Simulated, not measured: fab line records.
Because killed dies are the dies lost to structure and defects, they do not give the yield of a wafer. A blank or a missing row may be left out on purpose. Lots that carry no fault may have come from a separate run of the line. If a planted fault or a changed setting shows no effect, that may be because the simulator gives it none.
Which tool is to blame? | flow sky130 | Sampling: 6 lots, 18 wafers, 2 of 708 route steps

WHAT EACH GAUGE READ, for each wafer
SKY_LDD_HVP_TW_MEAS_10.
lot  | measured     | on            | LDD_HVP_TW
L883 | day 23 19:21 | film_metro-03 | 458 458 460
L885 | day 24 09:43 | film_metro-03 | 454 451 455
L891 | day 26 23:34 | film_metro-03 | 457 456 456
L895 | day 28 14:47 | film_metro-02 | 449 451 452
L898 | day 28 19:26 | film_metro-02 | 452 450 451
L900 | day 29 14:47 | film_metro-01 | 452 452 451

TOOL THAT RAN EACH LOT (tool first, then ch and the chambers of the sampled wafers, then the start)
lot  | SKY_LDD_HVP_STRIP_09
L883 | plasma_asher-02 ch 0,1, day 23 19:15
L885 | plasma_asher-04 ch 0,1, day 24 09:36
L891 | plasma_asher-02 ch 0, day 26 23:27
L895 | plasma_asher-01 ch 0,1, day 28 14:41
L898 | plasma_asher-02 ch 0,1, day 28 19:20
L900 | plasma_asher-02 ch 0,1, day 29 14:41
- SKY_LDD_HVP_STRIP_09: strips in O2/N2.

THE ANSWER, worked out from the rows above alone
Rule: what is usual is taken from the lots themselves. The widest of any qualifying gaps counts: lots, ordered by their means at a reading, are off when they make up no more than a third of the lots, leave a main group of 4 or more, and stand apart from it by 3 or more times the standard deviation of that group's means. Not used: any main group whose means are identical at the precision the tables above print for the reading. A lot without any number at a reading at which 4 lots or more have one is off too. Where the step has rows for the other lots, those lots are counted as sound.
No lot is off at any reading shown: from this, nothing can be told.

WHAT THE SIMULATOR HAD PUT IN
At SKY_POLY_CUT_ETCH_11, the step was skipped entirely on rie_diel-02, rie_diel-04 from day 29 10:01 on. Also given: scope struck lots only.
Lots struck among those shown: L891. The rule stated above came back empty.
